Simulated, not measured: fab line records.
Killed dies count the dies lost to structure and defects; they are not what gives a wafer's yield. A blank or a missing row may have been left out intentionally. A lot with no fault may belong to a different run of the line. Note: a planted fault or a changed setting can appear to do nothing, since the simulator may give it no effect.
fab line records | flow sky130
[record] lots = 13 | wafers = 39 | lastDay = 50
route steps=708 shown SONOS_TUNNEL@163 SD_P@327 LI_CONTACT@377
lots with no fault: from the same line, run without faults
startH: start of the lot's first displayed wafer, in hours after the record's first day | waitH: how many hours have passed since the lot's step before this one | " same as the row above | L1.1+2: several wafers, shown together as one row | - no value present, or no start provided | * or withheld: withheld | < > ~ a bound
route shown NAME@n: a module of which the file shows steps, and the number in the route of the first | usual: mean and standard deviation over wafers with no fault | same: alike in all rows | chamber/n: place in a boat | sites: per-site readings | _std_site: the values' standard deviation | _edge_site: the outer-site mean with the inner-site mean subtracted | radiusMm: how far each site lies from the wafer's centre | mask NAME#n: copy n | behind: the most recent tool/chamber to have shaped the wafer | hold: the reason the lot was held/the length of the hold in hours/how it ended | device: which transistor (n, p or np) failed to switch | end of line: at the end of the route, the tests of the same wafers | step lacking rows: just its recipe | killed: the dies lost at the first sort to structure and to defects; this is not the yield of the wafer | map: dies across one wafer; x = killed, . = not, _ = none there
set.NAME: the run value of the setting; set.NAME@STEP: its run value at that earlier step | model.NAME: the simulator's own value behind a step, which no gauge read
a sample of lots followed through the steps of the route, with each step as a table and each wafer as a row
services: the hour from which a tool's chamber was out of use, counted from the record's first day as startH (under 0 if before that day), plus the number of hours and why
[[steps]]
[step SKY_SONOS_TUNNEL_IMPLANT_09]
[recipe] species = B | energyKev = 20 | doseCm2 = 1e+12 | tiltDeg = withheld
[usual] beamOnS = 10.01/0.2 | faradayCurrentUA = 5.64/0.11
lot.wafer | tool         | chamber | startH | waitH | beamOnS | faradayCurrentUA
L909.1    | implanter-03 | 0       | 256.07 | 0.0   | 9.78    | 5.77
L909.3    | "            | 0       | "      | "     | 9.80    | 5.74
L909.4    | "            | 0       | "      | "     | 10.17   | 5.55
L910.1    | implanter-02 | 0       | 264.42 | 0.0   | 9.90    | 5.69
L910.2    | "            | 0       | "      | "     | 9.82    | 5.73
L910.5    | "            | 0       | "      | "     | 10.11   | 5.56
L911.3    | implanter-02 | 0       | 279.22 | 0.1   | 10.23   | 5.50
L911.4    | "            | 0       | "      | "     | 9.99    | 5.63
L911.5    | "            | 0       | "      | "     | 9.96    | 5.67
L912.1    | implanter-01 | 0       | 297.96 | 0.0   | 10.02   | 5.61
L912.2    | "            | 0       | "      | "     | 9.45    | 5.92
L912.5    | "            | 0       | "      | "     | 9.94    | 5.67
L914.1    | implanter-02 | 0       | 299.67 | 0.0   | 9.91    | 5.69
L914.4    | "            | 0       | "      | "     | 9.57    | 5.87
L914.6    | "            | 0       | "      | "     | 10.21   | 5.52
L916.1    | implanter-03 | 0       | 310.91 | 0.0   | 9.77    | 5.76
L916.2    | "            | 0       | "      | "     | 10.17   | 5.54
L916.5    | "            | 0       | "      | "     | 9.82    | 5.76
L918.3    | implanter-01 | 0       | 327.75 | 0.1   | 10.05   | 5.59
L918.4    | "            | 0       | "      | "     | 10.34   | 5.45
L918.6    | "            | 0       | "      | "     | 9.67    | 5.80
L917.1    | implanter-03 | 0       | 331.76 | 0.0   | 10.12   | 5.59
L917.3    | "            | 0       | "      | "     | 9.70    | 5.84
L917.5    | "            | 0       | "      | "     | 10.04   | 5.61
L920.1    | implanter-03 | 0       | 338.37 | 0.0   | 9.89    | 5.71
L920.2    | "            | 0       | "      | "     | 9.77    | 5.79
L920.3    | "            | 0       | "      | "     | 9.69    | 5.82
L921.2    | implanter-01 | 0       | 351.14 | 0.0   | 9.93    | 5.68
L921.5    | "            | 0       | "      | "     | 10.07   | 5.61
L921.6    | "            | 0       | "      | "     | 9.99    | 5.67
L922.1    | implanter-01 | 0       | 360.46 | 0.0   | 7.26    | 7.75
L922.2    | "            | 0       | "      | "     | 7.49    | 7.48
L922.4    | "            | 0       | "      | "     | 7.84    | 7.21
L923.1    | implanter-01 | 0       | 367.16 | 0.0   | 7.40    | 7.62
L923.2    | "            | 0       | "      | "     | 7.51    | 7.47
L923.4    | "            | 0       | "      | "     | 7.68    | 7.35
L930.1    | implanter-03 | 0       | 419.52 | 0.0   | 10.03   | 5.61
L930.3    | "            | 0       | "      | "     | 10.32   | 5.46
L930.5    | "            | 0       | "      | "     | 10.05   | 5.65
[step SKY_SONOS_TUNNEL_TW_MEAS_12]
[usual] SONOS_TUNNEL_TW = 197.6/1.2
lot.wafer | tool         | chamber | startH | waitH | hold                    | SONOS_TUNNEL_TW
L909.1    | filmMetro-04 | -       | 256.49 | 0.0   | -                       | 196.8
L909.3    | "            | -       | "      | "     | -                       | 196.0
L909.4    | "            | -       | "      | "     | -                       | 195.5
L910.1    | filmMetro-03 | -       | 264.83 | 0.0   | -                       | 199.1
L910.2    | "            | -       | "      | "     | -                       | 198.4
L910.5    | "            | -       | "      | "     | -                       | 198.8
L911.3    | filmMetro-03 | -       | 279.60 | 0.0   | -                       | 198.7
L911.4    | "            | -       | "      | "     | -                       | 200.1
L911.5    | "            | -       | "      | "     | -                       | 199.0
L912.1    | filmMetro-03 | -       | 298.38 | 0.0   | -                       | 197.6
L912.2    | "            | -       | "      | "     | -                       | 197.7
L912.5    | "            | -       | "      | "     | -                       | 197.9
L914.1    | filmMetro-04 | -       | 300.09 | 0.0   | -                       | 198.6
L914.4    | "            | -       | "      | "     | -                       | 197.6
L914.6    | "            | -       | "      | "     | -                       | 198.1
L916.1    | filmMetro-03 | -       | 311.32 | 0.0   | -                       | 198.0
L916.2    | "            | -       | "      | "     | -                       | 199.0
L916.5    | "            | -       | "      | "     | -                       | 198.0
L918.3    | filmMetro-03 | -       | 328.15 | 0.0   | -                       | 198.1
L918.4    | "            | -       | "      | "     | -                       | 197.7
L918.6    | "            | -       | "      | "     | -                       | 198.2
L917.1    | filmMetro-04 | -       | 332.19 | 0.0   | -                       | 197.7
L917.3    | "            | -       | "      | "     | -                       | 196.6
L917.5    | "            | -       | "      | "     | -                       | 196.2
L920.1    | filmMetro-04 | -       | 338.78 | 0.0   | -                       | 196.1
L920.2    | "            | -       | "      | "     | -                       | 196.1
L920.3    | "            | -       | "      | "     | -                       | 196.0
L921.2    | filmMetro-03 | -       | 351.54 | 0.0   | -                       | 198.2
L921.5    | "            | -       | "      | "     | -                       | 198.1
L921.6    | "            | -       | "      | "     | -                       | 197.9
L922.1    | filmMetro-03 | -       | 360.87 | 0.0   | awaitDispo/0.2h/release | 184.0
L922.2    | "            | -       | "      | "     | awaitDispo/0.2h/release | 183.6
L922.4    | "            | -       | "      | "     | awaitDispo/0.2h/release | 184.3
L922.1    | filmMetro-03 | -       | 361.10 | 0.2   | -                       | 183.4
L922.2    | "            | -       | "      | "     | -                       | 185.1
L922.4    | "            | -       | "      | "     | -                       | 182.9
L923.1    | filmMetro-03 | -       | 367.57 | 0.0   | awaitDispo/0.2h/release | 184.6
L923.2    | "            | -       | "      | "     | awaitDispo/0.2h/release | 184.5
L923.4    | "            | -       | "      | "     | awaitDispo/0.2h/release | 184.8
L923.1    | filmMetro-03 | -       | 367.80 | 0.2   | -                       | 184.2
L923.2    | "            | -       | "      | "     | -                       | 183.7
L923.4    | "            | -       | "      | "     | -                       | 184.9
L930.1    | filmMetro-02 | -       | 420.11 | 0.0   | -                       | 197.9
L930.3    | "            | -       | "      | "     | -                       | 197.7
L930.5    | "            | -       | "      | "     | -                       | 199.5
[step SKY_SD_P_CD_MEAS_07]
[recipe] targetCdNm = 380
[usual] cdNm = 380.2/2.8
lot.wafer | tool     | chamber | startH | waitH | cdNm
L909.1    | cdSem-01 | -       | 587.76 | 0.1   | 386.5
L909.3    | "        | -       | "      | "     | 385.3
L909.4    | "        | -       | "      | "     | 387.6
L910.1    | cdSem-02 | -       | 590.85 | 0.1   | 377.1
L910.2    | "        | -       | "      | "     | 378.7
L910.5    | "        | -       | "      | "     | 374.9
L911.3    | cdSem-02 | -       | 615.04 | 0.1   | 379.3
L911.4    | "        | -       | "      | "     | 378.3
L911.5    | "        | -       | "      | "     | 377.5
L912.1    | cdSem-02 | -       | 632.96 | 0.1   | 381.7
L912.2    | "        | -       | "      | "     | 380.2
L912.5    | "        | -       | "      | "     | 381.0
L918.3    | cdSem-02 | -       | 698.49 | 0.1   | 378.0
L918.4    | "        | -       | "      | "     | 376.1
L918.6    | "        | -       | "      | "     | 378.6
L916.1    | cdSem-01 | -       | 698.96 | 0.1   | 375.8
L916.2    | "        | -       | "      | "     | 376.4
L916.5    | "        | -       | "      | "     | 374.8
L914.1    | cdSem-01 | -       | 699.61 | 0.1   | 377.6
L914.4    | "        | -       | "      | "     | 375.4
L914.6    | "        | -       | "      | "     | 376.7
L917.1    | cdSem-02 | -       | 702.01 | 0.1   | 380.3
L917.3    | "        | -       | "      | "     | 379.3
L917.5    | "        | -       | "      | "     | 382.5
L921.2    | cdSem-02 | -       | 702.16 | 0.1   | 379.0
L921.5    | "        | -       | "      | "     | 379.5
L921.6    | "        | -       | "      | "     | 380.0
L920.1    | cdSem-01 | -       | 702.75 | 0.1   | 382.1
L920.2    | "        | -       | "      | "     | 381.2
L920.3    | "        | -       | "      | "     | 382.9
L922.1    | cdSem-01 | -       | 703.64 | 0.2   | 374.8
L922.2    | "        | -       | "      | "     | 374.1
L922.4    | "        | -       | "      | "     | 376.5
L923.1    | cdSem-01 | -       | 707.74 | 0.1   | 378.9
L923.2    | "        | -       | "      | "     | 378.6
L923.4    | "        | -       | "      | "     | 379.8
L930.1    | cdSem-01 | -       | 785.26 | 0.1   | 378.7
L930.3    | "        | -       | "      | "     | 378.2
L930.5    | "        | -       | "      | "     | 376.2
[step SKY_SD_P_OVL_MEAS_08]
[usual] SD_P_OVL = -1.0/1.3
lot.wafer | tool       | chamber | startH | waitH | SD_P_OVL[nm]
L909.1    | overlay-02 | -       | 587.88 | 0.1   | -1.8
L909.3    | "          | -       | "      | "     | -0.7
L909.4    | "          | -       | "      | "     | -0.3
L910.1    | overlay-02 | -       | 590.97 | 0.1   | -1.5
L910.2    | "          | -       | "      | "     | 0.7
L910.5    | "          | -       | "      | "     | -0.6
L911.3    | overlay-02 | -       | 615.13 | 0.1   | -1.3
L911.4    | "          | -       | "      | "     | 0.5
L911.5    | "          | -       | "      | "     | -0.6
L912.1    | overlay-02 | -       | 633.08 | 0.1   | 0.0
L912.2    | "          | -       | "      | "     | 1.9
L912.5    | "          | -       | "      | "     | 2.1
L918.3    | overlay-02 | -       | 698.58 | 0.1   | -1.6
L918.4    | "          | -       | "      | "     | -1.5
L918.6    | "          | -       | "      | "     | 0.2
L916.1    | overlay-01 | -       | 699.08 | 0.1   | -0.8
L916.2    | "          | -       | "      | "     | -4.6
L916.5    | "          | -       | "      | "     | -0.3
L914.1    | overlay-01 | -       | 699.73 | 0.1   | -1.0
L914.4    | "          | -       | "      | "     | -1.9
L914.6    | "          | -       | "      | "     | -2.4
L917.1    | overlay-01 | -       | 702.13 | 0.1   | 0.4
L917.3    | "          | -       | "      | "     | -3.0
L917.5    | "          | -       | "      | "     | 0.6
L921.2    | overlay-01 | -       | 702.26 | 0.1   | 0.4
L921.5    | "          | -       | "      | "     | 0.2
L921.6    | "          | -       | "      | "     | -1.4
L920.1    | overlay-02 | -       | 702.87 | 0.1   | -0.5
L920.2    | "          | -       | "      | "     | 1.1
L920.3    | "          | -       | "      | "     | -0.6
L922.1    | overlay-02 | -       | 703.76 | 0.1   | -2.5
L922.2    | "          | -       | "      | "     | -1.7
L922.4    | "          | -       | "      | "     | -1.5
L923.1    | overlay-01 | -       | 707.86 | 0.1   | -3.1
L923.2    | "          | -       | "      | "     | -0.9
L923.4    | "          | -       | "      | "     | -2.0
L930.1    | overlay-01 | -       | 785.38 | 0.1   | -0.5
L930.3    | "          | -       | "      | "     | -2.0
L930.5    | "          | -       | "      | "     | -0.7
[step SKY_LI_CONTACT_ETCH_15]
[recipe] target = PSG | chemistry = C4F8/O2/Ar | stopOn = Si | taperDeg = 4.15 | maskMaterial = KrF-thick | sourceW = 1500 | biasW = 1200 | pressureMtorr = 40 | c4f8FlowSccm = withheld | O2_flow_sccm = 6 | Ar_flow_sccm = 300 | timeS = withheld | targetDepthA = 6000
[usual] oesProductAu = 0.837/0.0044
lot.wafer | tool       | chamber | startH | waitH | oesProductAu
L909.1    | rieDiel-01 | 2       | 676.33 | 0.0   | 0.847
L909.3    | "          | 0       | "      | "     | 0.834
L909.4    | "          | 3       | "      | "     | 0.840
L910.1    | rieDiel-03 | 3       | 679.70 | 0.0   | 0.833
L910.2    | "          | 1       | "      | "     | 0.832
L910.5    | "          | 2       | "      | "     | 0.838
L911.3    | rieDiel-01 | 1       | 702.61 | 0.0   | 0.850
L911.4    | "          | 2       | "      | "     | 0.840
L911.5    | "          | 0       | "      | "     | 0.838
L912.1    | rieDiel-03 | 2       | 719.06 | 0.0   | 0.834
L912.2    | "          | 1       | "      | "     | 0.837
L912.5    | "          | 3       | "      | "     | 0.838
L918.3    | rieDiel-02 | 0       | 781.26 | 0.0   | 0.826
L918.4    | "          | 2       | "      | "     | 0.844
L918.6    | "          | 1       | "      | "     | 0.834
L916.1    | rieDiel-01 | 0       | 781.28 | 0.0   | 0.837
L916.2    | "          | 1       | "      | "     | 0.833
L916.5    | "          | 1       | "      | "     | 0.835
L914.1    | rieDiel-03 | 1       | 782.21 | 0.0   | 0.835
L914.4    | "          | 0       | "      | "     | 0.835
L914.6    | "          | 1       | "      | "     | 0.839
L921.2    | rieDiel-03 | 1       | 785.30 | 0.0   | 0.841
L921.5    | "          | 3       | "      | "     | 0.837
L921.6    | "          | 2       | "      | "     | 0.837
L920.1    | rieDiel-01 | 0       | 786.25 | 0.0   | 0.841
L920.2    | "          | 1       | "      | "     | 0.831
L920.3    | "          | 3       | "      | "     | 0.831
L922.1    | rieDiel-02 | 0       | 787.20 | 0.0   | 0.839
L922.2    | "          | 1       | "      | "     | 0.847
L922.4    | "          | 3       | "      | "     | 0.833
L917.1    | rieDiel-03 | 0       | 787.55 | 0.0   | 0.836
L917.3    | "          | 2       | "      | "     | 0.838
L917.5    | "          | 1       | "      | "     | 0.842
L923.1    | rieDiel-01 | 2       | 788.53 | 0.0   | 0.834
L923.2    | "          | 0       | "      | "     | 0.829
L923.4    | "          | 1       | "      | "     | 0.839
L930.1    | rieDiel-01 | 0       | 866.54 | 0.0   | 0.839
L930.3    | "          | 1       | "      | "     | 0.837
L930.5    | "          | 1       | "      | "     | 0.836
[[services]]
tool         | chamber | startH | hours | kind
implanter-01 | -       | 237.08 | 1.0   | repair
rieDiel-03   | 1       | 255.70 | 2.3   | repair
rieDiel-03   | -       | 305.44 | 2.8   | pm
rieDiel-03   | 1       | 313.23 | 6.4   | repair
implanter-01 | -       | 319.96 | 1.4   | repair
implanter-01 | -       | 346.67 | 1.7   | pm
implanter-01 | -       | 354.61 | 4.1   | repair
implanter-01 | -       | 369.64 | 9.2   | repair
rieDiel-01   | 3       | 377.78 | 2.5   | repair
rieDiel-03   | 3       | 381.92 | 19.6  | repair
rieDiel-03   | 2       | 393.09 | 8.3   | repair
rieDiel-03   | 0       | 417.91 | 13.0  | repair
implanter-01 | -       | 442.91 | 4.0   | pm
rieDiel-01   | 2       | 448.22 | 1.7   | repair
rieDiel-01   | 2       | 532.56 | 8.0   | repair
implanter-03 | -       | 553.57 | 3.6   | pm
implanter-03 | -       | 645.67 | 0.8   | repair
rieDiel-01   | 3       | 656.91 | 1.6   | repair
implanter-01 | -       | 692.82 | 1.7   | repair
implanter-03 | -       | 714.94 | 1.5   | repair
implanter-03 | -       | 758.90 | 5.7   | repair
rieDiel-03   | 1       | 760.77 | 16.6  | repair
rieDiel-01   | 2       | 770.39 | 16.4  | repair
rieDiel-01   | 3       | 812.25 | 5.1   | repair
[[key]]
[firstSign] step = SKY_SONOS_TUNNEL_IMPLANT_09 | reading = faradayCurrentUA | direction = up | sigmas = 17 | usual = 5.64 | struck = 7.48
[effect] step = SKY_SONOS_TUNNEL_IMPLANT_09 | reading = beamOnS | direction = down | sigmas = 13 | usual = 10.01 | struck = 7.53
[effect] step = SKY_SONOS_TUNNEL_TW_MEAS_12 | reading = visit | direction = added
[effect] step = SKY_SONOS_TUNNEL_TW_MEAS_12 | reading = SONOS_TUNNEL_TW | direction = down | sigmas = 11 | usual = 197.6 | struck = 184.3
metAt SKY_SONOS_TUNNEL_IMPLANT_09
struckLots L922,L923
testerLeftOut L922,L923
notActingAt SKY_SD_P_CD_MEAS_07,SKY_SD_P_OVL_MEAS_08,SKY_LI_CONTACT_ETCH_15
onsetBetween 351.14 360.46
[fault] kind = processParameterDrift | tool = implanter-01 | chamber = - | onsetH = 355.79 | steps = SKY_SONOS_TUNNEL_IMPLANT_09 | channel = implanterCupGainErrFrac | offset = 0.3 | shape = step | endH = 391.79
// testerLeftOut: of these lots the tester's yield and bins aren't shown, on N5 and GAA mostly nor the transistor test; their killed dies are dies lost to structure and defects alone, not to doping, threshold or leakage, so they don't give the yield
